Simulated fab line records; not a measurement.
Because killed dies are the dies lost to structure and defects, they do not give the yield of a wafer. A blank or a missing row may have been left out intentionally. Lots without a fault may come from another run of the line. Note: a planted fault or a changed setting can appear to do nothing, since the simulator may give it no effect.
Which tool is to blame? -- flow gf180mcu -- 39 wafers from 13 lots sampled at 5 of the route's 602 steps

== WHAT THE GAUGES SHOWED, per wafer ==
GF_M2_CD_MEAS_14 targets a cd of 280 nm.
lot,measured,on,cdNm (nm)
L684,day 19 09:36,cdSem-01,281.4 280.2 281.1
L685,day 19 11:22,cdSem-02,279.8 279.9 280.3
L690,day 21 20:20,cdSem-02,276.9 278.9 277.1
L693,day 22 13:38,cdSem-02,278.0 278.8 277.8
L694,day 22 20:31,cdSem-02,280.3 280.5 279.3
L695,day 23 08:01,cdSem-01,278.2 277.7 277.9
L696,day 23 16:37,cdSem-02,279.3 279.1 279.7
L698,day 24 04:11,cdSem-01,280.7 280.3 280.9
L699,day 24 14:14,cdSem-02,280.0 280.2 279.1
L700,day 24 17:41,cdSem-01,279.3 279.8 279.8
L703,day 25 20:47,cdSem-01,281.0 282.1 281.0
L706,day 26 16:36,cdSem-02,279.8 279.5 280.5
L707,day 27 08:01,cdSem-02,281.7 281.2 282.7

GF_M2_OVL_MEAS_15.
lot,measured,on,M2_OVL (nm)
L684,day 19 09:43,overlay-01,0 -2 1
L685,day 19 11:28,overlay-02,-1 -9 -7
L690,day 21 20:27,overlay-01,-6 6 0
L693,day 22 13:45,overlay-02,-2 -3 -5
L694,day 22 20:38,overlay-01,-3 2 -3
L695,day 23 08:07,overlay-01,4 13 -3
L696,day 23 16:44,overlay-02,6 15 7
L698,day 24 04:18,overlay-01,-4 4 3
L699,day 24 14:21,overlay-02,2 -4 -1
L700,day 24 17:48,overlay-01,2 -2 5
L703,day 25 20:52,overlay-02,1 -3 -6
L706,day 26 16:43,overlay-01,-9 -10 -9
L707,day 27 08:08,overlay-01,6 0 6

GF_V2_CD_MEAS_14 targets a cd of 260 nm.
lot,measured,on,cdNm (nm)
L684,day 20 11:11,cdSem-02,259.2 259.9 260.5
L685,day 20 13:25,cdSem-01,259.5 261.1 260.5
L690,day 22 21:02,cdSem-01,259.3 259.2 260.3
L693,day 23 13:25,cdSem-02,261.2 261.9 263.1
L694,day 23 20:56,cdSem-01,250.5 250.2 250.9
L695,day 24 07:13,cdSem-02,252.0 252.8 252.2
L696,day 24 15:47,cdSem-02,260.9 259.2 260.8
L698,day 25 03:23,cdSem-01,260.0 261.4 259.9
L699,day 25 13:19,cdSem-01,258.2 258.9 259.9
L700,day 25 16:33,cdSem-02,261.0 260.5 260.1
L703,day 26 19:21,cdSem-01,260.6 259.3 258.8
L706,day 27 14:42,cdSem-02,258.9 260.0 259.5
L707,day 28 05:13,cdSem-02,260.5 260.6 259.5

== EACH LOT AND THE TOOL THAT RAN IT (in order: tool; ch and the chambers of the sampled wafers; start) ==
lot,GF_M2_SPUTTER_03,GF_V2_SOFTBAKE_10
L684,"pvdSputter-03, day 18 10:26","lithoTrack-01 ch 0, day 19 23:00"
L685,"pvdSputter-02, day 18 11:43","lithoTrack-04 ch 0, day 20 01:00"
L690,"pvdSputter-02, day 20 20:28","lithoTrack-01 ch 0, day 22 09:00"
L693,"pvdSputter-04, day 21 14:04","lithoTrack-01 ch 0, day 23 02:00"
L694,"pvdSputter-02, day 21 21:16","lithoTrack-01 ch 0, day 23 09:00"
L695,"pvdSputter-02, day 22 09:16","lithoTrack-01 ch 0, day 23 20:00"
L696,"pvdSputter-02, day 22 17:05","lithoTrack-02 ch 0, day 24 04:00"
L698,"pvdSputter-02, day 23 06:09","lithoTrack-04 ch 0, day 24 17:00"
L699,"pvdSputter-02, day 23 16:03","lithoTrack-04 ch 0, day 25 02:00"
L700,"pvdSputter-02, day 23 19:51","lithoTrack-04 ch 0, day 25 05:00"
L703,"pvdSputter-03, day 24 23:00","lithoTrack-02 ch 0, day 26 08:00"
L706,"pvdSputter-03, day 25 20:07","lithoTrack-02 ch 0, day 27 04:00"
L707,"pvdSputter-03, day 26 11:38","lithoTrack-02 ch 0, day 27 19:00"
- GF_M2_SPUTTER_03: material Ti, target thk 10 nm, time 6.7 s.
- GF_V2_SOFTBAKE_10: time 60 s.

== WHAT THE TOOLS THEMSELVES READ (means of the sampled wafers that have a number; where no wafer has one, the mark that the record gives instead) ==
GF_M2_SPUTTER_03.
lot,tool,throttleValvePct (%)
L684,pvdSputter-03,30.5
L685,pvdSputter-02,29.3
L690,pvdSputter-02,29.4
L693,pvdSputter-04,30.7
L694,pvdSputter-02,29.8
L695,pvdSputter-02,30.1
L696,pvdSputter-02,28.6
L698,pvdSputter-02,29.6
L699,pvdSputter-02,29.9
L700,pvdSputter-02,30.2
L703,pvdSputter-03,30.0
L706,pvdSputter-03,29.8
L707,pvdSputter-03,30.6

GF_V2_SOFTBAKE_10.
lot,tool,heaterPowerTotalW (W),plateTempC (C),runLengthS (s)
L684,lithoTrack-01,93.05,129.79,88.85
L685,lithoTrack-04,93.03,129.91,89.12
L690,lithoTrack-01,93.09,129.99,88.90
L693,lithoTrack-01,93.03,129.75,89.05
L694,lithoTrack-01,111.25,-,63.74
L695,lithoTrack-01,111.23,-,63.74
L696,lithoTrack-02,93.05,130.01,89.44
L698,lithoTrack-04,93.04,129.96,89.16
L699,lithoTrack-04,93.06,129.86,89.26
L700,lithoTrack-04,93.04,130.02,89.36
L703,lithoTrack-02,93.06,130.10,89.28
L706,lithoTrack-02,93.08,130.10,89.29
L707,lithoTrack-02,93.11,129.90,89.38

== THE ANSWER, worked out from the rows above alone ==
Rule: usual is defined by the lots themselves. The widest of any qualifying gaps counts: lots, ordered by their means at a reading, are off when they make up no more than a third of the lots, leave a main group of 4 or more, and stand apart from it by 3 or more times the standard deviation of that group's means. If all means in a main group match to the digits the tables above print for the reading, that group is not used. Also off: a lot with no number at a reading for which 4 or more lots have one. All remaining lots with rows at the step are treated as sound. After the gauges, taken in route order, come the tools' own readings; for these a lot's mean is taken, as printed above. At the first step where some lot is off, the reading lying furthest off is the one used; lots without a number count as furthest.
Off: L694, L695, at GF_V2_CD_MEAS_14 (cdNm). The main group: mean 260.1 nm, standard deviation 0.77.
A tool fits if, at a process step before that reading, it ran every lot that is off, and no sound lot after the first of them. The gauges at GF_V2_CD_MEAS_14 aren't tried: what is off there is off at GF_V2_SOFTBAKE_10 too, on other tools, and a gauge's error can't cause that. One fits: GF_V2_SOFTBAKE_10 on lithoTrack-01. A fault onset in the window from L693 (day 23 02:00, its last sound lot) to L694 (day 23 09:00, its first lot off) fits.
The tool's own readings at GF_V2_SOFTBAKE_10 bear it out: on the lots that are off they differ by more than 5 times the standard deviation of the sound lots' means. heaterPowerTotalW reads 111.24 W there against 93.06 W on the sound lots; runLengthS reads 63.74 s there against 89.19 s on the sound lots.
Blank at GF_V2_SOFTBAKE_10 on the lots that are off, where sound lots have numbers: plateTempC.

== WHAT THE SIMULATOR HAD PUT IN ==
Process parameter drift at GF_V2_SOFTBAKE_10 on lithoTrack-01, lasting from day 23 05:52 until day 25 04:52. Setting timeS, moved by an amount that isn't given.
Struck lots among those shown: L694, L695. The rule above reached the same finding.
